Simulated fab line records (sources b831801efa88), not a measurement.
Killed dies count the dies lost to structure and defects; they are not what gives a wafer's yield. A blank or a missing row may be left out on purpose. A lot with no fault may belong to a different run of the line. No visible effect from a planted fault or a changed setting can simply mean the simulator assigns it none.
Which tool did it? / flow sfq-line / at 1 step of a route of 325, 14 lots with 42 wafers sampled

== WHAT EACH GAUGE READ, for each wafer ==
SFQ_I4_OVL_MEAS_928. Usual: I4_OVL 1 nm, standard deviation 5.9.
lot=L860; measured=day 50 00:47; on=overlay-02; I4_OVL (nm)=-5 -3 -3; flag=
lot=L861; measured=day 50 14:07; on=overlay-01; I4_OVL (nm)=5 7 1; flag=
lot=L862; measured=day 50 15:19; on=overlay-01; I4_OVL (nm)=-3 -3 5; flag=
lot=L863; measured=day 51 08:13; on=overlay-02; I4_OVL (nm)=2 0 0; flag=
lot=L865; measured=day 51 12:49; on=overlay-02; I4_OVL (nm)=9 5 7; flag=
lot=L868; measured=day 51 18:49; on=overlay-02; I4_OVL (nm)=-10 7 -5; flag=
lot=L870; measured=day 51 21:13; on=overlay-02; I4_OVL (nm)=11 4 10; flag=
lot=L873; measured=day 52 06:22; on=overlay-01; I4_OVL (nm)=-3 -5 -1; flag=
lot=L874; measured=day 57 01:04; on=overlay-01; I4_OVL (nm)=-6 3 -3; flag=
lot=L875; measured=day 58 04:38; on=overlay-01; I4_OVL (nm)=0 8 2; flag=
lot=L876; measured=day 58 20:13; on=overlay-02; I4_OVL (nm)=9 2 -1; flag=
lot=L878; measured=day 59 07:39; on=overlay-02; I4_OVL (nm)=4 -2 -2; flag=
lot=L881; measured=day 60 00:23; on=overlay-02; I4_OVL (nm)=1 -3 -4; flag=
lot=L882; measured=day 60 02:47; on=overlay-02; I4_OVL (nm)=-3 -9 -6; flag=

== WHICH TOOL RAN EACH LOT (tool, then ch and the chambers of the sampled wafers, then the start) ==
The record shows no process step preceding these readings.

== AS READ BY THE TOOLS THEMSELVES (means over the sampled wafers that have a number; for cases with no such wafer, the mark the record gives instead) ==
The record holds no such reading with a usual standard deviation.

== THE ANSWER, worked out from the rows above alone ==
Rule: a lot is off if the mean of its wafers that have a number lies more than 3 standard deviations from the usual mean. A lot without any number at a reading at which 4 lots or more have one is off too. The other lots that the step has rows for count as sound. Order of review: gauges by route order, followed by the tools' own readings, for which a lot's mean as printed above is used. The first step at which some lot is off is used, and at that step the reading that is off furthest; a lot without a number counts as furthest.
No lot is off at any reading shown: from this, nothing can be told.

== WHAT THE SIMULATOR HAD INSERTED ==
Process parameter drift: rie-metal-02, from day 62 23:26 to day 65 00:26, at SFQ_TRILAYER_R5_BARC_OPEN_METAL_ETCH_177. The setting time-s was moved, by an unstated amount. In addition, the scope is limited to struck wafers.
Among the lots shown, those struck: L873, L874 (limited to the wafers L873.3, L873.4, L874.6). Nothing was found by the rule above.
